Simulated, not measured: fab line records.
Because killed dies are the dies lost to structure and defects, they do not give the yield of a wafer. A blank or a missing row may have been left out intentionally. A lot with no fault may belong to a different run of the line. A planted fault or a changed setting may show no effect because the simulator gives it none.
fab line records + flow sky130
record
- lots=7
- wafers=21
- lastDay=50
route steps=708 shown SONOS_ONO@186 GATE_OXIDE@187 PAD_OPEN@708
lots that met no fault: taken from a fault-free run of the same line
startH: start of the lot's first displayed wafer, in hours after the record's first day + waitH: how many hours have passed since the lot's step before this one + " unchanged from the row above + L1.1+2: a row that stands for several wafers + - no value, or no start given + * or withheld: withheld + < > ~ a bound
route shown NAME@n: names a module that has steps shown in the file, with the first one's number in the route + usual: mean/standard deviation taken from wafers without a fault + same: alike in all rows + chamber/n: place in a boat + sites: each site's reading + _std_site: how widely they spread, as a standard deviation + _edge_site: outer sites' mean less inner sites' + radiusMm: for every site, how far away it sits from the centre of the wafer + mask NAME#n: copy n + behind: the last tool/chamber to shape the wafer + hold: what put the lot on hold/how long, in hours/how the hold closed + device: names the non-switching transistor (n, p or np) + end of line: the same wafers' tests at the end of the route + for a step that has no rows: nothing shown but its recipe + killed: dies lost to structure and defects at the first sort, not the wafer's yield + map: dies across one wafer; x = killed, . = not, _ = none there
set.NAME: the setting the step ran with; set.NAME@STEP: the setting that earlier step ran with + model.NAME: the simulator's own value behind a step, which no gauge read
a table for each step, a row for each wafer; lots at some steps of the route
services: from which hour (startH, from the record's first day; less than 0 if before it) a tool's chamber was out of use, for how many hours, and why
## steps
# step SKY_SONOS_ONO_WET_ETCH_18
# recipe
- chemistry=H3PO4
- targetDepthNm=15
- target=Si3N4
- tempC=160
- timeS=172
# step SKY_GATE_OXIDE_CLEAN_00
# recipe
- chemistry=SC1/SC2
- mix=1:4:20
- tempC=70
- timeS=150
- dry=n2Spin
# step SKY_GATE_OXIDE_OXIDATION_01
# recipe
- tempC=900
- ambient=O2
- stabiliseS=600
- purgeS=300
- targetThkA=102.68
- oxTimeS=1473
# step SKY_GATE_OXIDE_THK_MEAS_02
# recipe
- reads=SiO2_of_GATE_OXIDE_OXIDATION_01
# usual
- GATE_OXIDE_OXIDATION_00_THK=10.32/0.18
| lot.wafer | tool         | chamber | startH | waitH | GATE_OXIDE_OXIDATION_00_THK[nm] |
|-----------|--------------|---------|--------|-------|---------------------------------|
| L371.2    | filmMetro-04 | -       | 286.90 | 0.0   | 10.34                           |
| L371.3    | "            | -       | "      | "     | 10.19                           |
| L371.4    | "            | -       | "      | "     | 10.36                           |
| L372.2    | filmMetro-03 | -       | 296.32 | 0.0   | 10.28                           |
| L372.3    | "            | -       | "      | "     | 10.46                           |
| L372.6    | "            | -       | "      | "     | 10.28                           |
| L384.4    | filmMetro-02 | -       | 394.81 | 0.0   | 10.23                           |
| L384.5    | "            | -       | "      | "     | 10.23                           |
| L384.6    | "            | -       | "      | "     | 10.24                           |
| L385.2    | filmMetro-02 | -       | 403.53 | 0.0   | 10.13                           |
| L385.3    | "            | -       | "      | "     | 10.22                           |
| L385.4    | "            | -       | "      | "     | 10.12                           |
| L386.1    | filmMetro-04 | -       | 416.06 | 0.0   | 9.91                            |
| L386.5    | "            | -       | "      | "     | 9.98                            |
| L386.6    | "            | -       | "      | "     | 9.96                            |
| L391.1    | filmMetro-03 | -       | 455.01 | 0.0   | 10.77                           |
| L391.2    | "            | -       | "      | "     | 10.77                           |
| L391.4    | "            | -       | "      | "     | 10.80                           |
| L392.1    | filmMetro-02 | -       | 462.14 | 0.0   | 10.29                           |
| L392.3    | "            | -       | "      | "     | 10.29                           |
| L392.6    | "            | -       | "      | "     | 10.28                           |
# step SKY_GATE_OXIDE_DEHYDRATE_03
# recipe
- tempC=200
- timeS=60
# step SKY_GATE_OXIDE_HMDS_04
# recipe
- primeTimeS=60
- primeTempC=120
# step SKY_GATE_OXIDE_COAT_05
# recipe
- resist=NOVOLAK
- spinRpm=3000
- resistThkNm=1162
# step SKY_GATE_OXIDE_SOFTBAKE_06
# recipe
- tempC=90
- timeS=60
- resist=NOVOLAK
# step SKY_GATE_OXIDE_EXPOSE_07
# recipe
- maskId=LVOM
- na=0.6
- sourceShape=conventional
- sigmaOuter=0.6
- polarization=unpolarized
- targetCdNm=600
- doseMj=170
# step SKY_GATE_OXIDE_PEB_08
# recipe
- tempC=withheld
- timeS=*
- resist=NOVOLAK
# step SKY_GATE_OXIDE_DEVELOP_09
# recipe
- resist=NOVOLAK
- developer=TMAH
- developTimeS=60
- devTempC=23
# step SKY_GATE_OXIDE_OVL_MEAS_10
# usual
- GATE_OXIDE_OVL=0.6/1.5
| lot.wafer | tool       | chamber | startH | waitH | GATE_OXIDE_OVL[nm] |
|-----------|------------|---------|--------|-------|--------------------|
| L371.2    | overlay-02 | -       | 312.45 | 0.1   | 0.4                |
| L371.3    | "          | -       | "      | "     | 1.9                |
| L371.4    | "          | -       | "      | "     | 0.8                |
| L372.2    | overlay-01 | -       | 321.65 | 0.1   | 3.4                |
| L372.3    | "          | -       | "      | "     | 2.7                |
| L372.6    | "          | -       | "      | "     | 4.7                |
| L384.4    | overlay-01 | -       | 424.40 | 0.1   | -1.8               |
| L384.5    | "          | -       | "      | "     | -0.2               |
| L384.6    | "          | -       | "      | "     | -0.3               |
| L385.2    | overlay-01 | -       | 432.85 | 0.1   | -0.9               |
| L385.3    | "          | -       | "      | "     | -0.5               |
| L385.4    | "          | -       | "      | "     | -0.6               |
| L386.1    | overlay-02 | -       | 445.84 | 0.1   | 1.7                |
| L386.5    | "          | -       | "      | "     | 1.8                |
| L386.6    | "          | -       | "      | "     | 0.9                |
| L391.1    | overlay-02 | -       | 485.98 | 0.1   | 1.0                |
| L391.2    | "          | -       | "      | "     | 1.6                |
| L391.4    | "          | -       | "      | "     | 0.3                |
| L392.1    | overlay-02 | -       | 493.28 | 0.1   | 0.3                |
| L392.3    | "          | -       | "      | "     | -0.8               |
| L392.6    | "          | -       | "      | "     | 0.6                |
# step SKY_GATE_OXIDE_IMPLANT_11
# recipe
- species=B
- energyKev=10
- doseCm2=2.6e+12
- tiltDeg=withheld
# usual
- beamOnS=9.99/0.22
- doseIonsCm2=2.6e+12/3e+09
- faradayCurrentUA=14.7/0.31
| lot.wafer | tool         | chamber | startH | waitH | beamOnS | doseIonsCm2 | faradayCurrentUA |
|-----------|--------------|---------|--------|-------|---------|-------------|------------------|
| L371.2    | implanter-04 | 0       | 312.51 | 0.0   | 10.05   | 2.6e+12     | 14.5             |
| L371.3    | "            | 0       | "      | "     | 9.94    | 2.596e+12   | 14.8             |
| L371.4    | "            | 0       | "      | "     | 10.09   | 2.598e+12   | 14.6             |
| L372.2    | implanter-01 | 0       | 321.71 | 0.0   | 10.00   | 2.602e+12   | 14.6             |
| L372.3    | "            | 0       | "      | "     | 10.05   | 2.598e+12   | 14.6             |
| L372.6    | "            | 0       | "      | "     | 10.23   | 2.6e+12     | 14.4             |
| L384.4    | implanter-04 | 0       | 424.49 | 0.1   | 9.71    | 3.727e+12   | 21.6             |
| L384.5    | "            | 0       | "      | "     | 10.24   | 3.728e+12   | 20.5             |
| L384.6    | "            | 0       | "      | "     | 9.95    | 3.727e+12   | 21.1             |
| L385.2    | implanter-04 | 0       | 432.91 | 0.0   | 10.22   | 3.726e+12   | 20.6             |
| L385.3    | "            | 0       | "      | "     | 10.27   | 3.721e+12   | 20.4             |
| L385.4    | "            | 0       | "      | "     | 10.16   | 3.725e+12   | 20.6             |
| L386.1    | implanter-04 | 0       | 445.88 | 0.0   | 10.06   | 3.725e+12   | 21.0             |
| L386.5    | "            | 0       | "      | "     | 9.86    | 3.726e+12   | 21.3             |
| L386.6    | "            | 0       | "      | "     | 9.92    | 3.722e+12   | 21.3             |
| L391.1    | implanter-03 | 0       | 486.01 | 0.0   | 9.77    | 2.602e+12   | 14.9             |
| L391.2    | "            | 0       | "      | "     | 10.21   | 2.599e+12   | 14.4             |
| L391.4    | "            | 0       | "      | "     | 10.04   | 2.601e+12   | 14.6             |
| L392.1    | implanter-01 | 0       | 493.31 | 0.0   | 9.94    | 2.601e+12   | 14.7             |
| L392.3    | "            | 0       | "      | "     | 9.89    | 2.595e+12   | 14.8             |
| L392.6    | "            | 0       | "      | "     | 10.15   | 2.601e+12   | 14.4             |
# step SKY_GATE_OXIDE_WET_ETCH_12
# recipe
- chemistry=dHF
- targetDepthNm=16.8
- dry=n2Spin
- target=SiO2
- dilution=100:1
- tempC=25
- timeS=336
# step SKY_GATE_OXIDE_STRIP_13
# recipe
- chemistry=O2/N2
- powerW=1400
- pressureMtorr=1500
- platenTempC=withheld
- o2FlowSccm=3000
- n2FlowSccm=300
- overashFraction=0.5
# usual
- drypumpMotorCurrentA=5.7/0.4
- n2FlowSccm=299.8/0.81
- oesProductAu=0.716/0.0044
- stripTimeToEndpointS=14.41/0.04
| lot.wafer | tool           | chamber | startH | waitH | drypumpMotorCurrentA | n2FlowSccm | oesProductAu | rfHoursCounterH | stripTimeToEndpointS |
|-----------|----------------|---------|--------|-------|----------------------|------------|--------------|-----------------|----------------------|
| L371.2    | plasmaAsher-04 | 1       | 312.74 | 0.0   | 6.3                  | 299.3      | 0.713        | 51              | 14.42                |
| L371.3    | "              | 1       | "      | "     | 6.3                  | 299.5      | 0.717        | -               | 14.43                |
| L371.4    | "              | 0       | "      | "     | 5.6                  | 299.8      | 0.723        | -               | 14.42                |
| L372.2    | plasmaAsher-02 | 1       | 321.93 | 0.0   | 6.2                  | 300.4      | 0.714        | 19              | 14.42                |
| L372.3    | "              | 1       | "      | "     | 6.2                  | 299.3      | 0.725        | -               | 14.45                |
| L372.6    | "              | 1       | "      | "     | 6.2                  | 300.0      | 0.704        | -               | 14.47                |
| L384.4    | plasmaAsher-04 | 0       | 424.84 | 0.0   | 5.6                  | 299.7      | 0.721        | -               | 14.37                |
| L384.5    | "              | 0       | "      | "     | 5.6                  | 298.4      | 0.718        | -               | 14.38                |
| L384.6    | "              | 1       | "      | "     | 6.4                  | 299.2      | 0.716        | -               | 14.37                |
| L385.2    | plasmaAsher-02 | 1       | 433.25 | 0.0   | 6.2                  | 299.4      | 0.715        | 31              | 14.42                |
| L385.3    | "              | 1       | "      | "     | 6.2                  | 300.4      | 0.711        | -               | 14.47                |
| L385.4    | "              | 0       | "      | "     | 5.3                  | 301.0      | 0.710        | -               | 14.43                |
| L386.1    | plasmaAsher-04 | 0       | 446.14 | 0.0   | 5.6                  | 300.5      | 0.722        | 64              | 14.41                |
| L386.5    | "              | 1       | "      | "     | 6.3                  | 300.4      | 0.716        | -               | 14.45                |
| L386.6    | "              | 0       | "      | "     | 5.6                  | 300.7      | 0.721        | -               | 14.43                |
| L391.1    | plasmaAsher-02 | 1       | 486.27 | 0.0   | 6.2                  | 300.5      | 0.713        | 36              | 14.41                |
| L391.2    | "              | 0       | "      | "     | 5.2                  | 299.7      | 0.717        | 36              | 14.42                |
| L391.4    | "              | 1       | "      | "     | 6.1                  | 299.1      | 0.722        | -               | 14.46                |
| L392.1    | plasmaAsher-01 | 0       | 493.57 | 0.0   | 5.3                  | 300.2      | 0.714        | 6               | 14.39                |
| L392.3    | "              | 0       | "      | "     | 5.3                  | 298.8      | 0.707        | -               | 14.42                |
| L392.6    | "              | 1       | "      | "     | 5.5                  | 301.3      | 0.721        | -               | 14.40                |
# step SKY_GATE_OXIDE_TW_MEAS_14
# usual
- GATE_OXIDE_TW=224.3/1.1
| lot.wafer | tool         | chamber | startH | waitH | GATE_OXIDE_TW |
|-----------|--------------|---------|--------|-------|---------------|
| L371.2    | filmMetro-03 | -       | 312.85 | 0.1   | 223.0         |
| L371.3    | "            | -       | "      | "     | 223.8         |
| L371.4    | "            | -       | "      | "     | 223.7         |
| L372.2    | filmMetro-02 | -       | 322.04 | 0.1   | 222.6         |
| L372.3    | "            | -       | "      | "     | 223.6         |
| L372.6    | "            | -       | "      | "     | 224.6         |
| L384.4    | filmMetro-04 | -       | 424.94 | 0.1   | 248.5         |
| L384.5    | "            | -       | "      | "     | 248.7         |
| L384.6    | "            | -       | "      | "     | 249.0         |
| L385.2    | filmMetro-03 | -       | 433.36 | 0.1   | 249.4         |
| L385.3    | "            | -       | "      | "     | 247.1         |
| L385.4    | "            | -       | "      | "     | 248.7         |
| L386.1    | filmMetro-03 | -       | 446.24 | 0.1   | 249.0         |
| L386.5    | "            | -       | "      | "     | 248.3         |
| L386.6    | "            | -       | "      | "     | 249.5         |
| L391.1    | filmMetro-02 | -       | 486.37 | 0.1   | 224.4         |
| L391.2    | "            | -       | "      | "     | 223.1         |
| L391.4    | "            | -       | "      | "     | 223.6         |
| L392.1    | filmMetro-02 | -       | 493.67 | 0.1   | 226.0         |
| L392.3    | "            | -       | "      | "     | 226.2         |
| L392.6    | "            | -       | "      | "     | 224.1         |
# step SKY_GATE_OXIDE_CLEAN_15
# recipe
- chemistry=SC1/SC2
- mix=1:4:20
- tempC=70
- timeS=150
- dry=n2Spin
# step SKY_PAD_OPEN_PROBE_99
# usual
- killed_at_M0_to_M3=44/6.3
- killed_at_M4_up=3.1/2
- killedAtContacts=24/4.8
- killedAtFrontEnd=15/4.6
- killedAtOther=0.2/0.51
- killedDies=87/8.4
- killedOnRim=17/3.9
- killedOpen=48/6.4
- killedShort=39/5.9
# same
- grossDies=492
- killedAtBackSide=0
| lot.wafer | tool      | chamber | startH  | waitH | killed_at_M0_to_M3 | killed_at_M4_up | killedAtContacts | killedAtFrontEnd | killedAtOther | killedDies | killedOnRim | killedOpen | killedShort |
|-----------|-----------|---------|---------|-------|--------------------|-----------------|------------------|------------------|---------------|------------|-------------|------------|-------------|
| L371.2    | prober-01 | -       | 1080.91 | 0.1   | 37                 | 0               | 32               | 13               | 1             | 83         | 15          | 46         | 37          |
| L371.3    | prober-01 | -       | 1080.96 | 0.2   | 48                 | 1               | 18               | 13               | 0             | 80         | 14          | 47         | 33          |
| L371.4    | prober-01 | -       | 1081.01 | 0.2   | 50                 | 3               | 32               | 14               | 1             | 100        | 14          | 53         | 47          |
| L372.2    | prober-02 | -       | 1082.41 | 0.1   | 37                 | 4               | 22               | 26               | 0             | 89         | 19          | 51         | 38          |
| L372.3    | prober-02 | -       | 1082.46 | 0.2   | 58                 | 3               | 24               | 17               | 0             | 102        | 16          | 57         | 45          |
| L372.6    | prober-02 | -       | 1082.61 | 0.2   | 52                 | 7               | 31               | 15               | 0             | 105        | 27          | 60         | 45          |
| L385.2    | prober-01 | -       | 1158.68 | 0.1   | 36                 | 5               | 30               | 17               | 1             | 89         | 17          | 50         | 39          |
| L385.3    | prober-01 | -       | 1158.73 | 0.2   | 43                 | 3               | 33               | 9                | 1             | 89         | 20          | 49         | 40          |
| L385.4    | prober-01 | -       | 1158.78 | 0.2   | 37                 | 4               | 32               | 16               | 1             | 90         | 18          | 51         | 39          |
| L386.1    | prober-02 | -       | 1169.26 | 0.1   | 48                 | 1               | 28               | 21               | 1             | 99         | 23          | 51         | 48          |
| L386.5    | prober-02 | -       | 1169.46 | 0.2   | 40                 | 3               | 25               | 14               | 1             | 83         | 10          | 49         | 34          |
| L386.6    | prober-02 | -       | 1169.51 | 0.2   | 45                 | 4               | 22               | 23               | 0             | 94         | 18          | 44         | 50          |
| L392.1    | prober-01 | -       | 1197.80 | 0.1   | 43                 | 2               | 18               | 10               | 0             | 73         | 19          | 41         | 32          |
| L392.3    | prober-01 | -       | 1197.90 | 0.2   | 38                 | 5               | 14               | 8                | 0             | 65         | 10          | 31         | 34          |
| L392.6    | prober-01 | -       | 1198.05 | 0.2   | 42                 | 1               | 31               | 13               | 0             | 87         | 16          | 56         | 31          |
# killed by level:class
L371.2 CONTACT:geometricParticle:open=11 CONTACT:geometricParticle:short=10 VIA1:geometricParticle:open=7 VIA2:geometricParticle:open=6 LI_CONTACT:geometricParticle:open=5 VIA3:geometricParticle:open=4 POLY_GATE:geometricParticle:short=4 VIA1:geometricParticle:short=4
L371.3 VIA1:geometricParticle:open=12 VIA3:geometricParticle:open=8 CONTACT:geometricParticle:open=7 METAL2:geometricParticle:short=7 FIELD_ISO:geometricParticle:open=6 LI_CONTACT:geometricParticle:open=6 VIA1:geometricParticle:short=5 METAL1:geometricParticle:short=4
L371.4 METAL1:geometricParticle:short=11 CONTACT:geometricParticle:open=11 VIA1:geometricParticle:open=8 LI_CONTACT:geometricParticle:open=7 VIA2:geometricParticle:open=7 VIA3:geometricParticle:open=6 CONTACT:geometricParticle:short=6 VIA1:geometricParticle:short=6
L372.2 LI_CONTACT:geometricParticle:open=8 CONTACT:geometricParticle:open=8 VIA1:geometricParticle:open=8 METAL1:geometricParticle:short=7 VIA3:geometricParticle:open=7 FIELD_ISO:geometricParticle:short=6 POLY_GATE:geometricParticle:open=6 VIA2:geometricParticle:open=5
L372.3 VIA1:geometricParticle:open=19 CONTACT:geometricParticle:open=9 METAL2:geometricParticle:short=8 VIA3:geometricParticle:open=8 LI_CONTACT:geometricParticle:open=6 VIA2:geometricParticle:open=6 VIA1:geometricParticle:short=5 POLY_GATE:geometricParticle:short=4
L372.6 LI_CONTACT:geometricParticle:open=11 VIA1:geometricParticle:open=11 CONTACT:geometricParticle:open=9 VIA3:geometricParticle:open=7 FIELD_ISO:geometricParticle:open=6 VIA2:geometricParticle:short=6 VIA2:geometricParticle:open=6 METAL2:geometricParticle:short=6
L385.2 CONTACT:geometricParticle:open=9 VIA1:geometricParticle:open=9 LI_CONTACT:geometricParticle:open=8 CONTACT:geometricParticle:short=6 FIELD_ISO:geometricParticle:open=5 VIA1:geometricParticle:short=5 FIELD_ISO:geometricParticle:short=4 POLY_GATE:geometricParticle:short=4
L385.3 CONTACT:geometricParticle:open=13 VIA3:geometricParticle:open=8 VIA2:geometricParticle:open=8 LI_CONTACT:geometricParticle:open=7 CONTACT:geometricParticle:short=6 METAL1:geometricParticle:short=5 FIELD_ISO:geometricParticle:open=4 LOCAL_INTERCONNECT:geometricParticle:short=4
L385.4 VIA1:geometricParticle:open=10 CONTACT:geometricParticle:open=9 LI_CONTACT:geometricParticle:open=8 VIA3:geometricParticle:open=7 LOCAL_INTERCONNECT:geometricParticle:short=6 POLY_GATE:geometricParticle:short=5 CONTACT:geometricParticle:short=5 VIA1:geometricParticle:short=5
L386.1 METAL1:geometricParticle:short=11 LI_CONTACT:geometricParticle:open=10 METAL3:geometricParticle:short=9 CONTACT:geometricParticle:open=8 FIELD_ISO:geometricParticle:open=7 VIA3:geometricParticle:open=7 POLY_GATE:geometricParticle:open=6 CONTACT:geometricParticle:short=6
L386.5 VIA1:geometricParticle:open=10 VIA2:geometricParticle:open=10 METAL2:geometricParticle:short=8 CONTACT:geometricParticle:open=7 LI_CONTACT:geometricParticle:open=6 LI_CONTACT:geometricParticle:short=5 VIA3:geometricParticle:open=5 FIELD_ISO:geometricParticle:open=4
L386.6 VIA1:geometricParticle:open=8 METAL2:geometricParticle:short=8 VIA1:geometricParticle:short=7 POLY_GATE:geometricParticle:open=6 CONTACT:geometricParticle:open=6 CONTACT:geometricParticle:short=6 LI_CONTACT:geometricParticle:open=5 METAL1:geometricParticle:short=5
L392.1 CONTACT:geometricParticle:open=9 VIA1:geometricParticle:open=8 VIA3:geometricParticle:open=8 METAL1:geometricParticle:short=7 VIA2:geometricParticle:open=5 METAL2:geometricParticle:short=5 LI_CONTACT:geometricParticle:open=4 VIA1:geometricParticle:short=4
L392.3 METAL1:geometricParticle:short=11 LI_CONTACT:geometricParticle:open=6 VIA1:geometricParticle:open=5 VIA2:geometricParticle:open=5 VIA3:geometricParticle:open=5 FIELD_ISO:geometricParticle:short=3 FIELD_ISO:geometricParticle:open=3 LI_CONTACT:geometricParticle:short=3
L392.6 LI_CONTACT:geometricParticle:open=16 VIA1:geometricParticle:open=11 VIA2:geometricParticle:open=7 LOCAL_INTERCONNECT:geometricParticle:short=5 CONTACT:geometricParticle:open=5 FIELD_ISO:geometricParticle:open=4 CONTACT:geometricParticle:short=4 METAL1:geometricParticle:short=4
## services
| tool           | chamber | startH | hours | kind      |
|----------------|---------|--------|-------|-----------|
| implanter-01   | -       | 302.18 | 3.0   | pm        |
| plasmaAsher-02 | -       | 303.91 | 1.5   | repair    |
| implanter-03   | -       | 326.95 | 16.5  | pm        |
| implanter-04   | -       | 356.73 | 0.7   | repair    |
| plasmaAsher-01 | -       | 421.25 | 9.0   | pm        |
| plasmaAsher-01 | 0       | 421.25 | 9.0   | ventCycle |
| plasmaAsher-01 | 1       | 421.25 | 9.0   | ventCycle |
| plasmaAsher-01 | 0       | 430.25 | -     | clean     |
| plasmaAsher-01 | 1       | 430.25 | -     | clean     |
| implanter-01   | -       | 438.62 | 0.9   | repair    |
| implanter-03   | -       | 478.45 | 2.6   | repair    |
| implanter-04   | -       | 483.28 | 2.8   | repair    |
## key
firstSign
- step=SKY_GATE_OXIDE_IMPLANT_11
- reading=doseIonsCm2
- direction=up
- sigmas=99+
- usual=*
- struck=*
effect
- step=SKY_GATE_OXIDE_IMPLANT_11
- reading=faradayCurrentUA
- direction=up
- sigmas=20
- usual=14.7
- struck=20.9
effect
- step=SKY_GATE_OXIDE_TW_MEAS_14
- reading=GATE_OXIDE_TW
- direction=up
- sigmas=23
- usual=224.3
- struck=248.7
metAt SKY_GATE_OXIDE_IMPLANT_11
struckWafers L384.4,L384.5,L384.6,L385.2,L385.3,L385.4,L386.1,L386.5,L386.6
testerLeftOut L384,L385,L386
onsetBetween 312.51 424.49
fault
- kind=processParameterDrift
- tool=implanter-04
- chamber=-
- onsetH=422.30
- steps=SKY_GATE_OXIDE_IMPLANT_11
- channel=doseCm2
- offset=*
- shape=step
- endH=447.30
- actsIn=*
- stated=*
# testerLeftOut: of these lots the tester's yield and bins aren't shown, on N5 and GAA mostly nor the transistor test; their killed dies are dies lost to structure and defects alone, not to doping, threshold or leakage, so they don't give the yield
